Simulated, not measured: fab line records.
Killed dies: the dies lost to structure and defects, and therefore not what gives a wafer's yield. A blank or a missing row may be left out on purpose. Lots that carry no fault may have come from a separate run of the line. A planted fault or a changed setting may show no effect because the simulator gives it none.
Matching of chambers	flow gf180mcu	GF_V3_CMP_26 on cmp-02: 4 sister chambers
The step polishes, stops on SiO2, t overpolish 15 s, target thk 0 nm. 4 wafers are shown with their chamber, then 7 later ones without.

== WAFERS, EACH WITH ITS CHAMBER ==
wafer	chamber	motor-current-A (A)
L840.4	0	8.9
L842.1	3	11.1
L852.1	1	11.5
L852.3	2	12.1

== WAFERS MISSING THEIR CHAMBER ==
wafer	motor-current-A (A)
L852.5	11.9
L856.1	12.2
L856.4	11.7
L856.6	11.7
L861.1	8.9
L861.2	11.8
L861.5	12.1

== EACH ONE'S CHAMBER ==
wafer	from the rows above	in truth
L852.5	can't be placed: 2 or 1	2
L856.1	2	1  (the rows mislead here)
L856.4	can't be placed: 1 or 2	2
L856.6	can't be placed: 1 or 2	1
L861.1	0	0
L861.2	can't be placed: 2 or 1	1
L861.5	2	2
Correctly placed: 2 of 7. These rows do not allow placing 4 (true chamber among the candidates in 4). 1 placed wrongly.
How it was worked out, from the rows above alone: a wafer's distance from a chamber is the root of the sum, over the readings, of the square of ((its reading less the chamber's mean) divided by the reading's scatter). The wafer belongs to the nearest chamber; if the next one is less than 2 further off, it can't be placed. A chamber's mean is the mean of its shown wafers. The scatter: root of mean squared gap, hidden wafer to nearest shown wafer, with one shown wafer a chamber.
